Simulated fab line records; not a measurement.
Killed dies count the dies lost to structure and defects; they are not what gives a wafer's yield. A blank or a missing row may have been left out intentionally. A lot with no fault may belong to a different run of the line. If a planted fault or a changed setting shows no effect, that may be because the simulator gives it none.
What tool caused it?	flow sky130	42 wafers from 14 lots sampled at 4 of the route's 708 steps

WHAT EACH GAUGE READ, for each wafer
No reading from a measuring or inspecting step in the record can be judged against a usual standard deviation.

WHAT TOOL EACH LOT RAN ON (gives the tool, then ch and the chambers of the sampled wafers, and finally the start)
lot	SKY_METAL2_ETCH_18	SKY_CAPM_METAL_ETCH_13	SKY_METAL4_EXPOSE_10	SKY_METAL4_ETCH_16
L385	rie-metal-02 ch 0,1, day 35 01:13	rie-metal-04 ch 0,1, day 37 08:36	krf-scanner-02 ch 0, day 41 05:04	rie-metal-01 ch 0,1, day 41 17:32
L386	rie-metal-02 ch 0,1, day 35 04:22	rie-metal-04 ch 0,1, day 37 11:52	krf-scanner-01 ch 0, day 41 08:29	rie-metal-02 ch 0,1, day 41 20:32
L387	rie-metal-03 ch 0,1, day 35 21:28	rie-metal-04 ch 0,1, day 38 03:48	krf-scanner-02 ch 0, day 41 22:38	rie-metal-03 ch 0,1, day 42 09:47
L388	rie-metal-01 ch 0,1, day 36 10:49	rie-metal-03 ch 0, day 38 17:20	krf-scanner-01, day 42 11:55	rie-metal-03 ch 1, day 42 23:20
L390	rie-metal-03 ch 1, day 37 00:50	rie-metal-01 ch 0, day 39 06:46	krf-scanner-02, day 43 00:31	rie-metal-01 ch 0,1, day 43 12:00
L389	rie-metal-02 ch 1, day 37 02:54	rie-metal-03 ch 0,1, day 39 08:45	krf-scanner-02 ch 0, day 43 01:53	rie-metal-03 ch 0,1, day 43 13:20
L398	rie-metal-02 ch 0,1, day 39 14:37	rie-metal-01 ch 0, day 41 18:46	krf-scanner-01 ch 0, day 45 05:58	rie-metal-02 ch 0,1, day 45 16:11
L400	rie-metal-03 ch 0,1, day 39 22:53	rie-metal-01 ch 0, day 42 02:39	krf-scanner-02 ch 0, day 45 15:20	rie-metal-03 ch 0,1, day 46 01:31
L401	rie-metal-01 ch 0,1, day 40 08:08	rie-metal-04 ch 0,1, day 42 11:24	krf-scanner-02 ch 0, day 45 21:49	rie-metal-03 ch 0,1, day 46 08:27
L403	rie-metal-03 ch 0,1, day 41 01:05	rie-metal-01 ch 0,1, day 43 03:05	krf-scanner-02 ch 0, day 46 11:44	rie-metal-03 ch 0,1, day 46 21:53
L402	rie-metal-01 ch 0,1, day 41 07:05	rie-metal-01 ch 0,1, day 43 08:42	krf-scanner-02 ch 0, day 46 15:47	rie-metal-03 ch 0,1, day 47 02:05
L405	rie-metal-02 ch 0, day 41 08:04	rie-metal-04 ch 0,1, day 43 09:34	krf-scanner-01 ch 0, day 46 19:19	rie-metal-02 ch 1, day 47 05:14
L406	rie-metal-02 ch 0,1, day 41 18:28	rie-metal-04 ch 0,1, day 43 19:14	krf-scanner-01 ch 0, day 47 01:33	rie-metal-02 ch 0,1, day 47 11:45
L407	rie-metal-03 ch 0, day 41 21:22	rie-metal-04 ch 0,1, day 43 22:12	krf-scanner-02 ch 0, day 47 05:34	rie-metal-01 ch 0,1, day 47 16:05
- SKY_METAL2_ETCH_18: etches BARC in N2/H2, stops on SiO2, time 45.9 s, target depth 60 nm.
- SKY_CAPM_METAL_ETCH_13: etches TiN in Cl2/BCl3, stops on SiO2, target depth 220 nm, time 62.9 s.
- SKY_METAL4_EXPOSE_10: exposes mask MM4, target cd 300 nm.
- SKY_METAL4_ETCH_16: etches BARC in N2/H2, stops on SiO2, time 88.2 s, target depth 60 nm.

AS READ BY THE TOOLS THEMSELVES (means over the sampled wafers that have a number; for cases with no such wafer, the mark the record gives instead)
SKY_METAL2_ETCH_18. Usual: drypump-motor-current-A 5.6 A, standard deviation 0.48; n2-flow-sccm 100.00 sccm, standard deviation 0.29; oes-product-au 0.853 a.u., standard deviation 0.0045; rf-fwd-power-W 495.0 W, standard deviation 2; throttle-valve-pct 13.224 %, standard deviation 0.0093.
lot	tool	drypump-motor-current-A (A)	n2-flow-sccm (sccm)	oes-product-au (a.u.)	rf-fwd-power-W (W)	throttle-valve-pct (%)	flag
L385	rie-metal-02	5.2	100.09	0.856	495.2	13.226	
L386	rie-metal-02	5.2	100.15	0.853	493.7	13.226	
L387	rie-metal-03	5.9	100.12	0.855	493.5	13.223	
L388	rie-metal-01	5.6	100.20	0.857	492.6	13.224	
L390	rie-metal-03	6.5	100.01	0.850	497.4	13.225	
L389	rie-metal-02	5.1	99.95	0.858	492.3	13.231	
L398	rie-metal-02	5.1	100.15	0.850	493.5	13.226	
L400	rie-metal-03	6.2	99.93	0.852	494.5	13.229	
L401	rie-metal-01	5.7	100.09	0.851	495.7	13.218	
L403	rie-metal-03	5.9	99.87	0.853	492.9	13.227	
L402	rie-metal-01	5.7	100.07	0.848	495.1	13.223	
L405	rie-metal-02	5.3	99.98	0.856	494.8	13.227	
L406	rie-metal-02	5.1	100.09	0.855	493.9	13.221	
L407	rie-metal-03	5.6	100.42	0.854	495.1	13.219	

SKY_CAPM_METAL_ETCH_13. Usual: drypump-motor-current-A 5.6 A, standard deviation 0.48; oes-product-au 0.944 a.u., standard deviation 0.0075; rf-fwd-power-W 894.1 W, standard deviation 2.6; throttle-valve-pct 21.900 %, standard deviation 0.0096.
lot	tool	drypump-motor-current-A (A)	oes-product-au (a.u.)	rf-fwd-power-W (W)	throttle-valve-pct (%)	flag
L385	rie-metal-04	5.3	0.948	897.2	21.895	
L386	rie-metal-04	5.6	0.950	894.9	21.888	
L387	rie-metal-04	5.3	0.952	895.3	21.901	
L388	rie-metal-03	5.5	0.951	888.1	21.894	
L390	rie-metal-01	5.3	0.938	897.2	21.910	
L389	rie-metal-03	5.9	0.933	892.7	21.896	
L398	rie-metal-01	5.3	0.945	898.6	21.893	
L400	rie-metal-01	5.3	0.951	893.7	21.890	
L401	rie-metal-04	5.3	0.937	892.5	21.905	
L403	rie-metal-01	5.6	0.943	895.8	21.898	
L402	rie-metal-01	5.5	0.944	892.5	21.898	
L405	rie-metal-04	5.6	0.944	892.9	21.904	
L406	rie-metal-04	5.2	0.953	895.6	21.898	
L407	rie-metal-04	5.5	0.941	893.2	21.900	

SKY_METAL4_EXPOSE_10. Usual: exposure-dose-mJ-cm2 27.95, standard deviation 0.042; focus-offset-nm 0.1 nm, standard deviation 0.5; reticle-temp-C 23.00 C, standard deviation 0.11.
lot	tool	exposure-dose-mJ-cm2	focus-offset-nm (nm)	reticle-temp-C (C)	flag
L385	krf-scanner-02	27.97	-0.4	22.84	
L386	krf-scanner-01	27.99	0.7	22.96	
L387	krf-scanner-02	27.93	0.6	23.24	
L388	krf-scanner-01	-	-	-	OFF
L390	krf-scanner-02	-	-	-	OFF
L389	krf-scanner-02	27.90	0.1	22.98	
L398	krf-scanner-01	27.98	0.9	23.00	
L400	krf-scanner-02	27.95	-0.2	22.99	
L401	krf-scanner-02	27.89	0.2	22.95	
L403	krf-scanner-02	27.89	0.9	22.96	
L402	krf-scanner-02	27.92	0.6	22.88	
L405	krf-scanner-01	28.05	0.8	22.97	
L406	krf-scanner-01	27.99	0.1	23.12	
L407	krf-scanner-02	27.92	-0.5	23.00	

SKY_METAL4_ETCH_16. Usual: drypump-motor-current-A 5.6 A, standard deviation 0.48; n2-flow-sccm 100.00 sccm, standard deviation 0.28; oes-product-au 0.626 a.u., standard deviation 0.0043; rf-fwd-power-W 496.4 W, standard deviation 1.5; throttle-valve-pct 13.204 %, standard deviation 0.0087.
lot	tool	drypump-motor-current-A (A)	n2-flow-sccm (sccm)	oes-product-au (a.u.)	rf-fwd-power-W (W)	throttle-valve-pct (%)	flag
L385	rie-metal-01	5.6	99.81	0.628	497.4	13.210	
L386	rie-metal-02	5.2	99.73	0.626	495.4	13.202	
L387	rie-metal-03	6.2	100.18	0.626	494.0	13.205	
L388	rie-metal-03	6.5	99.73	0.630	497.3	13.206	
L390	rie-metal-01	5.5	100.06	0.625	496.9	13.207	
L389	rie-metal-03	6.2	100.09	0.622	495.7	13.207	
L398	rie-metal-02	5.2	99.93	0.627	494.5	13.204	
L400	rie-metal-03	5.9	100.06	0.626	495.4	13.204	
L401	rie-metal-03	5.9	99.98	0.622	496.8	13.198	
L403	rie-metal-03	5.9	100.08	0.626	496.2	13.206	
L402	rie-metal-03	5.9	99.99	0.621	498.2	13.203	
L405	rie-metal-02	5.0	99.86	0.625	497.3	13.205	
L406	rie-metal-02	5.2	100.14	0.622	498.0	13.207	
L407	rie-metal-01	5.7	100.20	0.624	496.4	13.207	

THE ANSWER, worked out from the rows above alone
Rule: lot off if the mean of its wafers having a number is beyond 3 standard deviations from the usual mean. A lot without any number at a reading at which 4 lots or more have one is off too. Where the step has rows for the other lots, those lots are counted as sound. Order of review: gauges by route order, followed by the tools' own readings, for which a lot's mean as printed above is used. The first step at which some lot is off is used, and at that step the reading that is off furthest; a lot without a number counts as furthest.
Off, at SKY_METAL4_EXPOSE_10 on exposure-dose-mJ-cm2: L388, L390. Without a number there: L388, L390.
A tool fits if, at that step or a process step before it, it ran every lot that is off, and no sound lot after the first of them. None of those tried fits.

WHAT THE SIMULATOR HAD PUT IN
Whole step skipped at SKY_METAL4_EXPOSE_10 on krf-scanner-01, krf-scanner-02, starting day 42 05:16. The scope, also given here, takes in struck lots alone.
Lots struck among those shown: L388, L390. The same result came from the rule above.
